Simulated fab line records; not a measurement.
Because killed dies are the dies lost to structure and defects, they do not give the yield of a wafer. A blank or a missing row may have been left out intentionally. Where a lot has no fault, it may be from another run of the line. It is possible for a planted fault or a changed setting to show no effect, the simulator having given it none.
Split-lot study ; flow gf180mcu ; 5 lots, 23 wafers read, on a route of 602 steps

SPLIT DETAILS
At GF_VT_IMPLANT_IMPLANT_30, the setting energy-kev was moved away from the recipe's 25 on 9 of the 23 wafers read, by -4.7% to +8.4%. This setting was run at the recipe's value on the other wafers.

The split's own step is where the reading is taken.

THE READING
In nm, at GF_VT_IMPLANT_IMPLANT_30: implant.drp-nm, which is the simulator's own figure and was read by no gauge. The file gives no usual value for it.

wafer;tool, chamber at the split;energy-kev as run;against the recipe;implant.drp-nm, nm;against lot-mates on the recipe
L074.1;implanter-03, 0;25.62;+2.5%;36.66;+1.04
L074.3;implanter-03, 0;25.62;+2.5%;36.66;+1.04
L074.4;implanter-03, 0;25.62;+2.5%;36.66;+1.04
L074.2;implanter-03, 0;25;recipe;35.62;-
L074.5;implanter-03, 0;25;recipe;35.62;-
L076.2;implanter-03, 0;25;recipe;35.62;-
L076.3;implanter-03, 0;25;recipe;35.62;-
L076.6;implanter-03, 0;25;recipe;35.62;-
L077.1;implanter-04, 0;25;recipe;35.62;-
L077.3;implanter-04, 0;25;recipe;35.62;-
L077.4;implanter-04, 0;23.83;-4.7%;33.67;-1.95
L077.5;implanter-04, 0;23.83;-4.7%;33.67;-1.95
L077.6;implanter-04, 0;23.83;-4.7%;33.67;-1.95
L082.2;implanter-02, 0;25;recipe;35.62;-
L082.6;implanter-02, 0;25;recipe;35.62;-
L082.3;implanter-02, 0;27.1;+8.4%;39.05;+3.43
L082.4;implanter-02, 0;27.1;+8.4%;39.05;+3.43
L082.5;implanter-02, 0;27.1;+8.4%;39.05;+3.43
L084.1;implanter-02, 0;25;recipe;35.62;-
L084.2;implanter-02, 0;25;recipe;35.62;-
L084.3;implanter-02, 0;25;recipe;35.62;-
L084.4;implanter-02, 0;25;recipe;35.62;-
L084.5;implanter-02, 0;25;recipe;35.62;-

FIT RESULTS
A straight line over all 23 wafers: implant.drp-nm changes by +0.411 nm for each +1% of energy-kev; r = +1.00; the points scatter about the line by 0.015 nm.
The same after taking each lot's own level away (the mean of its wafers on the recipe; 23 wafers): +0.411 nm for each +1%; r = +1.00; scatter 0.015 nm.
According to that fit, moving energy-kev by its largest amount changes the reading by 3.5 nm.
The lots' own levels span 35.620 to 35.620 nm.
The two slopes agree, so the slope changes little with the lot-to-lot level.
Check: +3.46 nm against its lot-mates is what the line predicts for one of the wafers moved furthest among these (+8.4%) when that wafer is left out of the fit. It came out at +3.43 nm against them.

THESE WAFERS: OTHER SPLITS
These wafers also went through other splits before the reading. Each is held against what the fit with the lots' levels taken away leaves over:
other split on the same wafers;wafers away from the commonest value;r with implant.drp-nm (lot level and that fit taken away)
GF_STI_CVD_03 pressure-mtorr;15;-0.36
GF_STI_OXIDATION_21 temp-c;10;+0.36
GF_LVPWELL_IMPLANT_08 energy-kev;9;+0.00
GF_MVPSD_COAT_02 resist-thk-nm;9;+0.60
GF_MVPSD_STRIP_10 pressure-mtorr;15;+0.51
GF_VT_IMPLANT_DEVELOP_17 dev-temp-c;10;-0.30
GF_VT_IMPLANT_IMPLANT_19 dose-cm2;8;-0.20

THE WHOLE CHAIN: every reading that the file lists as answering this split, in the file's order
step;what it does;reading;change (the file's fit);r (the file's)
GF_VT_IMPLANT_IMPLANT_30;;implant.rp-nm (the simulator's own value, which no gauge read);+0.817 nm for each +1% of the setting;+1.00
GF_VT_IMPLANT_IMPLANT_30;;implant.drp-nm (the simulator's own value, which no gauge read);+0.411 nm for each +1% of the setting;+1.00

THE FILE'S OWN FIT
implant.drp-nm changes by +0.411 nm for each +1% of energy-kev, r = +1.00.
